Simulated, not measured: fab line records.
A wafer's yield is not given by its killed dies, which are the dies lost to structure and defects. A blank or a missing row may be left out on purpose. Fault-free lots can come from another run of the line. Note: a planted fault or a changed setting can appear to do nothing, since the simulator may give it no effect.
Chamber matching + flow gf180mcu + 4 sister chambers for GF_V2_CMP_26 on cmp-01
The step polishes, stops on SiO2, t overpolish 15 s, target thk 0 nm. 14 wafers are shown with their chamber, then 7 later ones without.

## WAFERS WITH THEIR CHAMBER
| wafer  | chamber | time_to_endpoint_s (s) | edge_zone_pressure_frac | motor_current_A (A) |
|--------|---------|------------------------|-------------------------|---------------------|
| L184.3 | 1       | 84.0                   | 1.003                   | 11.6                |
| L184.5 | 2       | 83.5                   | 1.000                   | 11.3                |
| L184.6 | 3       | 88.3                   | 1.005                   | 11.1                |
| L186.1 | 2       | 84.3                   | 0.995                   | 11.1                |
| L186.2 | 3       | 88.0                   | 0.995                   | 11.2                |
| L186.4 | 1       | 83.9                   | 1.006                   | 11.0                |
| L190.1 | 0       | 88.2                   | 1.001                   | 11.0                |
| L190.4 | 2       | 83.3                   | 0.999                   | 10.9                |
| L190.5 | 2       | 83.9                   | 0.993                   | 11.2                |
| L195.1 | 1       | 80.3                   | 1.002                   | 11.3                |
| L195.2 | 2       | 79.1                   | 0.996                   | 11.5                |
| L195.5 | 3       | 85.1                   | 0.999                   | 11.0                |
| L196.3 | 0       | 87.9                   | 1.007                   | 11.2                |
| L196.5 | 0       | 90.0                   | 0.997                   | 10.7                |

SIGNATURES, as means of the wafers listed above
| reading                 | chamber 0 | chamber 1 | chamber 2 | chamber 3 | scatter within a chamber |
|-------------------------|-----------|-----------|-----------|-----------|--------------------------|
| time_to_endpoint_s      | 88.700    | 82.733    | 82.820    | 87.133    | 1.89                     |
| edge_zone_pressure_frac | 1.00167   | 1.00367   | 0.99660   | 0.99967   | 0.00378                  |
| motor_current_A         | 10.967    | 11.300    | 11.200    | 11.100    | 0.229                    |
Rule: for each reading, subtract the chamber's mean from the wafer's reading, divide by that reading's scatter and square the result; add these up over the readings and take the root, which gives the wafer's distance from the chamber. The wafer belongs to the nearest chamber; if the next one is less than 2 further off, it can't be placed. How the scatter is found: for the shown wafers, subtract from each reading the mean of its chamber, square and add these, divide the total by (wafers less chambers), then take the root.

## WAFERS WITH NO CHAMBER GIVEN
| wafer  | time_to_endpoint_s (s) | edge_zone_pressure_frac | motor_current_A (A) |
|--------|------------------------|-------------------------|---------------------|
| L196.6 | 85.7                   | 1.004                   | 11.4                |
| L203.1 | 90.6                   | 1.003                   | 10.9                |
| L203.4 | 87.0                   | 1.000                   | 11.7                |
| L203.5 | 84.0                   | 1.002                   | 11.4                |
| L205.1 | 80.0                   | 0.991                   | 11.4                |
| L205.4 | 79.2                   | 0.996                   | 11.3                |
| L205.6 | 84.1                   | 0.999                   | 11.2                |

## THE CHAMBER EACH PASSED THROUGH
| wafer  | from the rows above               | in truth |
|--------|-----------------------------------|----------|
| L196.6 | can't be placed: 1 or 3 or 0 or 2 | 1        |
| L203.1 | can't be placed: 0 or 3           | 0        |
| L203.4 | can't be placed: 3 or 1 or 2 or 0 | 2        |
| L203.5 | can't be placed: 1 or 2 or 3      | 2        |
| L205.1 | can't be placed: 2 or 1           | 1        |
| L205.4 | can't be placed: 2 or 1           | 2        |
| L205.6 | can't be placed: 2 or 1 or 3 or 0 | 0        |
Placed correctly: 0 of 7. Can't be placed from these rows: 7 (the true chamber is among the candidates in 7). Wrongly placed: 0.
